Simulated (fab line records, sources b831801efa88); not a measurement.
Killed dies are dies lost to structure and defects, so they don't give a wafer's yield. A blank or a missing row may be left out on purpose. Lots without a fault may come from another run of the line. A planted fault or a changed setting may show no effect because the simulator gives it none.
Split-lot experiment | flow sfq_line | 5 lots, 10 wafers read, on a route of 325 steps

THE SPLIT
At SFQ_TRILAYER_M2_LITHO_COAT_062 (resist thk 62 nm), the setting resist_thk_nm was moved away from the recipe's 62 nm on 4 of the 10 wafers read, by -3.0% to +4.8%. The other wafers ran this setting at the recipe's value.

FROM THE SPLIT TO THE READING: what the file shows between them, 2 steps
- SFQ_TRILAYER_M2_LITHO_PEB_060: peb time 60 s (also split here: peb_temp_c)
- SFQ_TRILAYER_M2_LITHO_DEVELOP_059: time 60 s

THE READING
etch.depth_nm (the simulator's own value, which no gauge read), in nm, at SFQ_TRILAYER_M2_BARC_OPEN_METAL_ETCH_077 (etches BARC in O2, target depth 125 nm, time 41.7 s). The file gives no usual value for it. The 6 wafers here that ran the recipe average 61.90 nm, standard deviation 0.1 nm.

wafer  | tool, chamber at the split | resist_thk_nm as run, nm | against the recipe | etch.depth_nm, nm | against lot-mates on the recipe
L074.2 | litho_track-01, 0          | 62                       | recipe             | 62.01             | -
L074.5 | litho_track-01, 0          | 60.93                    | -1.7%              | 60.86             | -1.15
L079.1 | litho_track-01, 0          | 62                       | recipe             | 61.97             | -
L079.3 | litho_track-01, 0          | 62                       | recipe             | 61.94             | -
L079.6 | litho_track-01, 0          | 62                       | recipe             | 61.73             | -
L081.1 | litho_track-03, 0          | 64.61                    | +4.2%              | 64.78             | no lot-mate on the recipe
L084.5 | litho_track-02, 0          | 64.95                    | +4.8%              | 64.68             | +2.88
L084.6 | litho_track-02, 0          | 62                       | recipe             | 61.8              | -
L085.3 | litho_track-03, 0          | 62                       | recipe             | 61.97             | -
L085.5 | litho_track-03, 0          | 60.13                    | -3.0%              | 59.97             | -2.00

THE FIT
A straight line over all 10 wafers: etch.depth_nm changes by +0.628 nm for each +1% of resist_thk_nm; r = +1.00; the points scatter about the line by 0.14 nm.
The same after taking each lot's own level away (the mean of its wafers on the recipe; 9 wafers): +0.626 nm for each +1%; r = +1.00; scatter 0.087 nm.
On that fit, the largest move of resist_thk_nm shifts the reading by 3 nm.
The lots' own levels span 61.800 to 62.010 nm, that is 2.1 times the standard deviation above.
So the lot-to-lot level changes the slope little: the two slopes agree.
Check: with one of the wafers moved furthest among these (+4.8%) left out of the fit, the line predicts +3.16 nm for it against its lot-mates. It came out at +2.88 nm against them.

OTHER SPLITS ON THESE WAFERS
These wafers also went through other splits before the reading. Each is held against what the fit with the lots' levels taken away leaves over:
other split on the same wafers                   | wafers away from the commonest value | r with etch.depth_nm (lot level and that fit taken away)
SFQ_TRILAYER_M1_LITHO_PEB_042 peb_temp_c         | 2                                    | +0.04
SFQ_TRILAYER_I1_CMP_CMP_046 leave_above_ref_nm   | 3                                    | -0.18
SFQ_TRILAYER_I1_VIA_LITHO_COAT_054 resist_thk_nm | 5                                    | +0.31
SFQ_TRILAYER_M2_LITHO_PEB_060 peb_temp_c         | 4                                    | -0.17

THE WHOLE CHAIN: every reading that the file lists as answering this split, in the file's order
step                                     | what it does                                        | reading                                                                                    | change (the file's fit)               | r (the file's)
SFQ_TRILAYER_M2_LITHO_COAT_062           | resist thk 62 nm                                    | BARC_of_TRILAYER_M2_LITHO_COAT_062.thk_nm (the simulator's own value, which no gauge read) | +0.618 nm for each +1% of the setting | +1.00
SFQ_TRILAYER_M2_BARC_OPEN_METAL_ETCH_077 | etches BARC in O2, target depth 125 nm, time 41.7 s | etch.depth_nm (the simulator's own value, which no gauge read)                             | +0.627 nm for each +1% of the setting | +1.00

THE FILE'S OWN FIT
etch.depth_nm changes by +0.627 nm for each +1% of resist_thk_nm, r = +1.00.
